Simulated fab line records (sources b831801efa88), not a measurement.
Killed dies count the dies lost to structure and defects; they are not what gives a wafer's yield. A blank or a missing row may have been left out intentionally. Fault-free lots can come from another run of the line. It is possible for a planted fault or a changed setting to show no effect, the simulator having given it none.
Struck lot and sound lot, side by side / flow sky130 / 15 out of 708 route steps
Sound: wafers L754.1, L754.5, L754.6. Struck: wafers L767.3, L767.5. (L767.4 of the same lot was not struck and is left out.) The cause comes at the end.
Order at every step that has rows: each side's tool, ch and its chambers, its first start. Under that, the readings that differ: sound wafers / struck wafers / difference of the means / sigmas: that difference in standard deviations of wafers without a fault.
alike: readings with means less than 2 such deviations apart, plus words and numbers identical on both sides. not compared: withheld readings, readings lacking a value on some wafer, bounds such as >300 that could conceal the same value, and numbers that have no deviation in the record and whose values overlap.
A row with sigmas, a row that says differs or no value, or rows on one side alone: a step with any of these is where the two part. Numbers that have no deviation but don't overlap get no sigmas and don't part them. A reading that every wafer of one side lacks parts them only if that side has two wafers or more.

first, 1 step without rows for these wafers: SKY_METAL5_CLEAN_19 (cleans in O3/DIW).
SKY_PASSIVATION_CVD_00: deposits SiO2, target thk 90 nm.
  sound on pecvd-03 ch 0,1,2, day 44 12:59; struck on pecvd-01 ch 0, day 47 15:59
  alike: heater_power_w, rf_fwd_power_W
SKY_PASSIVATION_THK_MEAS_01:
  sound on film_metro-01 at day 44 13:01; struck on film_metro-04 at day 47 16:01
  alike: PASSIVATION_CVD_00_THK
SKY_PASSIVATION_CVD_02: deposits Si3N4, target thk 540 nm.
  sound on pecvd-01 ch 0,1,2, day 44 13:04; struck on pecvd-03 ch 0,2, day 47 16:04
  alike: heater_power_w, rf_fwd_power_W
SKY_PASSIVATION_THK_MEAS_03:
  sound on film_metro-01 at day 44 13:17; struck on film_metro-04 at day 47 16:19
  alike: PASSIVATION_CVD_02_THK
then, 7 steps without rows for these wafers: SKY_PASSIVATION_DEHYDRATE_04 (time 60 s); SKY_PASSIVATION_HMDS_05 (prime time 60 s); SKY_PASSIVATION_COAT_06 (resist thk 3000 nm); SKY_PASSIVATION_SOFTBAKE_07; SKY_PASSIVATION_EXPOSE_08 (exposes mask NSM, target cd 3000 nm); SKY_PASSIVATION_PEB_09; SKY_PASSIVATION_DEVELOP_10 (develop time 60 s).
SKY_PASSIVATION_ETCH_11: etches the open film in CF4/O2, stops on AlCu, target depth 725 nm, time 161.1 s.
  sound on rie_diel-03 ch 2,3, day 45 11:05; struck on rie_diel-02 ch 1, day 48 10:55
reading=oes_product_au (a.u.); sound=0.971 0.984 0.964; struck=0.991 0.987; difference=+0.016; sigmas=+2
reading=rf_fwd_power_W (W); sound=792.9 796.4 795.6; struck=- -; difference=no value on the struck wafers; sigmas=
reading=run_length_s (s); sound=188.4 188.5 190.2; struck=182.6 182.2; difference=-6.6; sigmas=-11
reading=model.coat_of_PASSIVATION_COAT_06.thk_nm (nm); sound=2533 2523 2532; struck=2538 2552; difference=+16; sigmas=
  alike: cf4_flow_sccm, drypump_motor_current_A, throttle_valve_pct
  not compared: rf_hours_counter_h
SKY_PASSIVATION_STRIP_12: strips in O2/N2.
  sound on plasma_asher-02 ch 0,1, day 45 11:11; struck on plasma_asher-04 ch 0,1, day 48 11:02
  alike: drypump_motor_current_A, oes_product_au, strip_time_to_endpoint_s
  not compared: rf_hours_counter_h
SKY_PAD_OPEN_PROBE_99:
  sound on prober-01 at day 46 10:32; struck on prober-01 at day 49 07:31
reading=sort_bin_6_memory (%); sound=3.9 6.5 5.5; struck=7.1 7.7; difference=+2.1; sigmas=+2
  alike: defect_limited_yield, killed_at_M0_to_M3, killed_at_M4_up, killed_at_contacts, killed_at_front_end, killed_at_other, killed_dies, killed_open, killed_short, sort_bin_3_pad_short, sort_bin_5_function, sort_n_pass, sort_yield_pct

## WHERE THEY PART
At SKY_PASSIVATION_ETCH_11 first; at SKY_PAD_OPEN_PROBE_99 last (within this record only).

WHY: what had been put in by the simulator
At SKY_PASSIVATION_ETCH_11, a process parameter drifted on rie_diel-02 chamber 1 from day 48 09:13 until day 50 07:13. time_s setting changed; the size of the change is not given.
